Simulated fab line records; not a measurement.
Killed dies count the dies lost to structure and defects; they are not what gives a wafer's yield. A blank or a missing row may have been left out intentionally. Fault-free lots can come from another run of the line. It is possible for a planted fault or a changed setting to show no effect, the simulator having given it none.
fab line records | flow gf180mcu
record lots=12 wafers=36 lastDay=34
route steps=602 shown MVPSD@139 HV_LDD@213 SALICIDE@281
lots untouched by any fault: they come from a run of this same line in which no faults occurred
startH: start of the lot's first displayed wafer, in hours after the record's first day | waitH: hours since the lot's step before | " the same as in the row above | L1.1+2: several wafers, shown together as one row | - no value, or no start given | * or withheld: withheld | < > ~ a bound
route shown NAME@n: names a module that has steps shown in the file, with the first one's number in the route | usual: mean/standard deviation of fault-free wafers | same: alike in all rows | chamber/n: place in a boat | sites: the reading at each site | _std_site: their standard deviation | _edge_site: the outer-site mean with the inner-site mean subtracted | radiusMm: how far each site lies from the wafer's centre | mask NAME#n: copy n | behind: the last tool/chamber to shape the wafer | hold: cause of the lot's hold/its duration in hours/its outcome | device: names the non-switching transistor (n, p or np) | end of line: at the end of the route, the tests of the same wafers | a step with no rows: only its recipe | killed: dies that structure and defects cost at the first sort, which is not the same as the wafer's yield | map: the dies of a wafer, with x for killed, . for not killed, _ for no die there
set.NAME: the run value of the setting; set.NAME@STEP: its run value at that earlier step | model.NAME: the simulator's own value behind a step, which no gauge read
the route's steps for a sample of lots (tables are steps, rows are wafers)
services: when a tool's chamber went out of use (startH, in hours from the record's first day, below 0 if earlier), for how many hours, and the reason
## steps
# step GF_VT_IMPLANT_RS_MEAS_49
# recipe thkMeasGauge=four-point-probe
# usual MVPSD_RS=1168.8/2.8
# columns lot.wafer tool chamber startH waitH MVPSD_RS[ohm/sq]
L702.1 filmMetro-01 - 179.43 0.1 1169.5
L702.2 " - " " 1168.1
L702.3 " - " " 1168.5
L701.1 filmMetro-01 - 180.10 0.1 1171.3
L701.5 " - " " 1176.5
L701.6 " - " " 1171.6
L704.1 filmMetro-01 - 187.21 0.1 1170.9
L704.3 " - " " 1167.7
L704.6 " - " " 1167.5
L706.2 filmMetro-04 - 195.83 0.1 1170.0
L706.3 " - " " 1170.3
L706.5 " - " " 1164.6
L708.3 filmMetro-01 - 206.10 0.1 1163.7
L708.4 " - " " 1167.4
L708.5 " - " " 1165.9
L714.2 filmMetro-01 - 252.03 0.1 1168.3
L714.3 " - " " 1167.7
L714.5 " - " " 1166.6
L715.2 filmMetro-03 - 255.53 0.1 1174.1
L715.3 " - " " 1171.7
L715.5 " - " " 1166.3
L719.1 filmMetro-01 - 283.46 0.1 1168.1
L719.3 " - " " 1169.2
L719.6 " - " " 1165.9
L720.1 filmMetro-03 - 290.25 0.1 1164.9
L720.4 " - " " 1165.0
L720.6 " - " " 1164.2
L721.2 filmMetro-03 - 297.91 0.1 1167.9
L721.4 " - " " 1167.2
L721.5 " - " " 1168.0
L722.1 filmMetro-01 - 303.88 0.1 1174.7
L722.2 " - " " 1169.2
L722.5 " - " " 1170.8
L723.1 filmMetro-01 - 309.33 0.1 1174.8
L723.4 " - " " 1171.9
L723.6 " - " " 1171.7
# step GF_HV_LDD_STRIP_37
# recipe chemistry=O2/N2 powerW=1400 pressureMtorr=1500 platenTempC=250 o2FlowSccm=3000 n2FlowSccm=300 overashFraction=0.5
# usual drypumpMotorCurrentA=5.6/0.33 heaterPowerW=335/29 oesProductAu=0.715/0.0045 stripTimeToEndpointS=12.64/0.036
# columns lot.wafer tool chamber startH waitH drypumpMotorCurrentA heaterPowerW oesProductAu rfHoursCounterH stripTimeToEndpointS
L701.1 plasmaAsher-02 1 276.16 0.1 5.4 292 0.717 18 12.63
L701.5 " 1 " " 5.4 284 0.711 - 12.69
L701.6 " 0 " " 5.4 349 0.716 - 12.66
L702.1 plasmaAsher-03 0 278.21 0.1 5.2 355 0.721 64 12.66
L702.2 " 1 " " 6.5 333 0.715 64 12.62
L702.3 " 1 " " 6.5 346 0.710 - 12.69
L704.1 plasmaAsher-04 1 292.96 0.1 5.7 367 0.719 49 12.73
L704.3 " 1 " " 5.8 370 0.722 - 12.70
L704.6 " 1 " " 5.8 380 0.716 - 12.69
L706.2 plasmaAsher-03 1 296.89 0.1 6.5 348 0.719 66 12.67
L706.3 " 0 " " 5.2 359 0.716 - 12.63
L706.5 " 0 " " 5.2 354 0.722 - 12.69
L708.3 plasmaAsher-04 1 311.24 0.1 5.7 366 0.717 - 12.64
L708.4 " 0 " " 5.5 333 0.713 - 12.63
L708.5 " 1 " " 5.7 377 0.715 - 12.66
L714.2 plasmaAsher-03 0 359.61 0.1 5.2 355 0.716 73 12.64
L714.3 " 0 " " 5.2 355 0.714 - 12.62
L714.5 " 0 " " 5.2 350 0.715 - 12.63
L715.2 plasmaAsher-02 0 365.59 0.1 5.4 353 0.716 27 12.65
L715.3 " 1 " " 5.4 292 0.718 - 12.59
L715.5 " 0 " " 5.4 353 0.716 - 12.64
L719.1 plasmaAsher-02 1 405.15 0.1 5.4 298 0.710 31 12.67
L719.3 " 1 " " 5.4 291 0.721 - 12.66
L719.6 " 1 " " 5.4 284 0.714 - 12.66
L720.1 plasmaAsher-02 0 411.49 0.1 5.4 353 0.721 32 12.59
L720.4 " 0 " " 5.4 349 0.719 - 12.62
L720.6 " 0 " " 5.4 355 0.714 - 12.56
L721.2 plasmaAsher-04 0 423.06 0.1 5.5 334 0.719 62 12.60
L721.4 " 1 " " 5.8 377 0.713 - 12.61
L721.5 " 0 " " 5.5 336 0.712 - 12.58
L722.1 plasmaAsher-02 1 424.35 0.1 5.4 296 0.708 33 12.63
L722.2 " 0 " " 5.5 349 0.710 33 12.58
L722.5 " 1 " " 5.4 284 0.720 - 12.62
L723.1 plasmaAsher-03 1 432.16 0.1 6.4 334 0.714 0 12.68
L723.4 " 1 " " 6.4 334 0.711 - 12.65
L723.6 " 1 " " 6.4 334 0.709 - 12.68
# step GF_HV_LDD_COAT_41
# recipe resist=NOVOLAK spinRpm=3000 resistThkNm=1000
# usual spinSpeedRpm=3000.4/2
# columns lot.wafer tool chamber startH waitH spinSpeedRpm
L701.1 lithoTrack-02 0 285.30 0.1 2997.7
L701.5 " 0 " " 2997.7
L701.6 " 0 " " 3002.3
L702.1 lithoTrack-03 0 287.51 0.1 2996.2
L702.2 " 0 " " 2998.7
L702.3 " 0 " " 3000.3
L704.1 lithoTrack-02 0 302.95 0.1 2998.4
L704.3 " 0 " " 2998.8
L704.6 " 0 " " 3000.7
L706.2 lithoTrack-02 0 306.23 0.1 3002.2
L706.3 " 0 " " 3002.6
L706.5 " 0 " " 2999.8
L708.3 lithoTrack-03 0 321.46 0.1 3000.6
L708.4 " 0 " " 3003.5
L708.5 " 0 " " 3002.1
L714.2 lithoTrack-01 0 370.21 0.1 2998.0
L714.3 " 0 " " 2998.2
L714.5 " 0 " " 3001.9
L715.2 lithoTrack-01 0 376.86 0.1 3000.6
L715.3 " 0 " " 2998.8
L715.5 " 0 " " 3001.0
L719.1 lithoTrack-02 0 416.45 0.1 2998.7
L719.3 " 0 " " 3000.3
L719.6 " 0 " " 3000.8
L720.1 lithoTrack-03 0 423.26 0.1 3002.7
L720.4 " 0 " " 3002.5
L720.6 " 0 " " 3002.8
L721.2 lithoTrack-02 0 435.32 0.1 2998.1
L721.4 " 0 " " 2995.9
L721.5 " 0 " " 3000.8
L722.1 lithoTrack-02 0 436.25 0.1 3004.3
L722.2 " 0 " " 2996.9
L722.5 " 0 " " 2999.2
L723.1 lithoTrack-03 0 443.86 0.1 3000.1
L723.4 " 0 " " 2999.5
L723.6 " 0 " " 3000.2
# step GF_HV_LDD_CD_MEAS_46
# recipe targetCdNm=400
# usual cdNm=400.3/2.6
# columns lot.wafer tool chamber startH waitH cdNm
L701.1 cdSem-02 - 295.80 0.1 400.9
L701.5 " - " " 400.5
L701.6 " - " " 401.2
L702.1 cdSem-02 - 297.81 0.1 397.2
L702.2 " - " " 396.3
L702.3 " - " " 398.5
L704.1 cdSem-01 - 313.65 0.1 403.6
L704.3 " - " " 403.9
L704.6 " - " " 403.4
L706.2 cdSem-01 - 316.47 0.1 401.3
L706.3 " - " " 402.2
L706.5 " - " " 401.4
L708.3 cdSem-02 - 331.73 0.1 401.5
L708.4 " - " " 400.3
L708.5 " - " " 399.7
L714.2 cdSem-02 - 381.62 0.1 559.2
L714.3 " - " " 560.7
L714.5 " - " " 560.2
L715.2 cdSem-02 - 388.12 0.1 559.1
L715.3 " - " " 560.0
L715.5 " - " " 562.8
L719.1 cdSem-01 - 428.44 0.1 406.0
L719.3 " - " " 405.3
L719.6 " - " " 406.2
L720.1 cdSem-01 - 435.74 0.1 398.8
L720.4 " - " " 399.7
L720.6 " - " " 401.8
L721.2 cdSem-02 - 447.71 0.1 400.6
L721.4 " - " " 401.1
L721.5 " - " " 401.6
L722.1 cdSem-01 - 448.06 0.1 395.7
L722.2 " - " " 395.3
L722.5 " - " " 395.4
L723.1 cdSem-01 - 455.79 0.1 398.7
L723.4 " - " " 400.0
L723.6 " - " " 399.3
# step GF_HV_LDD_STRIP_49
# recipe chemistry=O2/N2 powerW=1400 pressureMtorr=1500 platenTempC=250 o2FlowSccm=3000 n2FlowSccm=300 overashFraction=0.5
# usual drypumpMotorCurrentA=5.7/0.46 heaterPowerW=346/21 oesProductAu=0.715/0.0042 stripTimeToEndpointS=12.62/0.034
# columns lot.wafer tool chamber startH waitH drypumpMotorCurrentA heaterPowerW oesProductAu rfHoursCounterH stripTimeToEndpointS
L701.1 plasmaAsher-04 0 296.11 0.1 5.5 350 0.712 49 12.60
L701.5 " 1 " " 5.7 378 0.720 - 12.55
L701.6 " 0 " " 5.5 342 0.713 - 12.61
L702.1 plasmaAsher-03 1 298.11 0.1 6.4 340 0.708 66 12.60
L702.2 " 0 " " 5.2 363 0.719 66 12.62
L702.3 " 0 " " 5.2 351 0.716 - 12.64
L704.1 plasmaAsher-04 0 313.96 0.1 5.5 342 0.721 51 12.58
L704.3 " 0 " " 5.5 336 0.717 - 12.63
L704.6 " 1 " " 5.8 368 0.714 - 12.58
L706.2 plasmaAsher-03 1 316.76 0.1 6.5 330 0.719 68 12.63
L706.3 " 1 " " 6.4 349 0.713 - 12.63
L706.5 " 0 " " 5.2 364 0.720 - 12.63
L708.3 plasmaAsher-04 0 332.03 0.1 5.5 333 0.719 - 12.64
L708.4 " 1 " " 5.8 370 0.716 - 12.62
L708.5 " 1 " " 5.8 380 0.717 - 12.70
L714.2 plasmaAsher-03 0 381.91 0.1 5.2 365 0.342 75 2.65
L714.3 " 1 " " 6.4 344 0.350 - 2.66
L714.5 " 0 " " 5.2 352 0.348 - 2.65
L715.2 plasmaAsher-04 0 388.40 0.1 5.5 337 0.339 59 2.64
L715.3 " 1 " " 5.7 375 0.342 - 2.65
L715.5 " 0 " " 5.5 343 0.348 - 2.65
L719.1 plasmaAsher-04 1 428.74 0.1 5.8 376 0.722 63 12.62
L719.3 " 1 " " 5.8 367 0.706 - 12.65
L719.6 " 0 " " 5.5 334 0.717 - 12.61
L720.1 plasmaAsher-03 1 436.04 0.1 6.4 337 0.722 1 12.63
L720.4 " 1 " " 6.4 332 0.715 - 12.64
L720.6 " 1 " " 6.4 330 0.714 - 12.63
L721.2 plasmaAsher-04 1 447.99 0.1 5.7 362 0.709 64 12.59
L721.4 " 0 " " 5.5 329 0.717 - 12.55
L721.5 " 0 " " 5.5 333 0.717 - 12.59
L722.1 plasmaAsher-03 1 448.36 0.1 6.4 332 0.719 2 12.59
L722.2 " 0 " " 5.2 349 0.712 2 12.62
L722.5 " 0 " " 5.2 356 0.714 - 12.64
L723.1 plasmaAsher-02 1 456.09 0.1 5.4 286 0.716 37 12.67
L723.4 " 0 " " 5.4 353 0.709 - 12.65
L723.6 " 1 " " 5.4 287 0.712 - 12.64
# step GF_SALICIDE_SPUTTER_03
# recipe material=TiN targetThkNm=20 powerW=6500 timeS=16.7 chamberPressurePa=0.4
# usual throttleValvePct=29.9/1.3
# columns lot.wafer tool chamber startH waitH throttleValvePct
L701.1 pvdSputter-01 - 363.14 0.0 27.8
L701.5 " - " " 27.7
L701.6 " - " " 30.2
L702.1 pvdSputter-04 - 366.73 0.0 31.2
L702.2 " - " " 30.5
L702.3 " - " " 29.9
L704.1 pvdSputter-04 - 381.85 0.0 30.6
L704.3 " - " " 29.7
L704.6 " - " " 30.9
L706.2 pvdSputter-04 - 385.83 0.0 29.9
L706.3 " - " " 30.6
L706.5 " - " " 31.0
L708.3 pvdSputter-04 - 402.94 0.0 30.5
L708.4 " - " " 31.1
L708.5 " - " " 29.8
L714.2 pvdSputter-03 - 457.79 0.0 27.9
L714.3 " - " " 29.1
L714.5 " - " " 27.8
L715.2 pvdSputter-03 - 464.03 0.0 27.9
L715.3 " - " " 32.0
L715.5 " - " " 27.7
L719.1 pvdSputter-03 - 503.89 0.0 28.7
L719.3 " - " " 27.8
L719.6 " - " " 29.3
L720.1 pvdSputter-04 - 511.57 0.0 30.9
L720.4 " - " " 31.1
L720.6 " - " " 30.5
L721.2 pvdSputter-03 - 522.36 0.0 29.3
L721.4 " - " " 28.4
L721.5 " - " " 28.0
L722.1 pvdSputter-04 - 522.98 0.0 30.5
L722.2 " - " " 31.2
L722.5 " - " " 31.3
L723.1 pvdSputter-03 - 530.17 0.0 28.1
L723.4 " - " " 32.0
L723.6 " - " " 31.8
## services
# columns tool chamber startH hours kind
plasmaAsher-03 - 257.07 3.6 repair
plasmaAsher-04 - 272.04 14.6 pm
plasmaAsher-04 - 297.70 4.1 repair
plasmaAsher-02 - 333.48 5.2 repair
pvdSputter-03 - 345.71 7.3 repair
pvdSputter-04 2 362.76 - consumableReplace:kit
pvdSputter-04 2 362.76 18.0 scheduledDown
pvdSputter-04 2 362.76 18.0 ventCycle
pvdSputter-04 - 397.54 2.5 repair
pvdSputter-01 - 418.92 0.5 repair
plasmaAsher-03 - 421.25 9.0 pm
plasmaAsher-03 0 421.25 9.0 ventCycle
plasmaAsher-03 1 421.25 9.0 ventCycle
pvdSputter-01 0 426.71 - consumableReplace:kit
pvdSputter-01 0 426.71 18.0 scheduledDown
pvdSputter-01 0 426.71 18.0 ventCycle
plasmaAsher-02 - 428.55 2.5 repair
plasmaAsher-03 0 430.25 - clean
plasmaAsher-03 1 430.25 - clean
plasmaAsher-04 - 432.62 13.6 repair
pvdSputter-04 - 462.00 4.1 repair
plasmaAsher-02 - 484.32 2.8 pm
## key
firstSign step=GF_HV_LDD_CD_MEAS_46 reading=cdNm direction=up sigmas=61 usual=400.3 struck=560.3
effect step=GF_HV_LDD_STRIP_49 reading=stripTimeToEndpointS direction=down sigmas=99+ usual=* struck=*
metAt GF_HV_LDD_COAT_41
struckLots L714,L715
testerLeftOut L714,L715
notActingAt GF_VT_IMPLANT_RS_MEAS_49,GF_HV_LDD_STRIP_37,GF_SALICIDE_SPUTTER_03
fault kind=processParameterDrift tool=lithoTrack-01 chamber=- onsetH=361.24 steps=GF_HV_LDD_COAT_41 channel=resistThkNm offset=* shape=step endH=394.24 actsIn=* stated=*
# testerLeftOut: of these lots the tester's yield and bins aren't shown, on N5 and GAA mostly nor the transistor test; their killed dies are dies lost to structure and defects alone, not to doping, threshold or leakage, so they don't give the yield
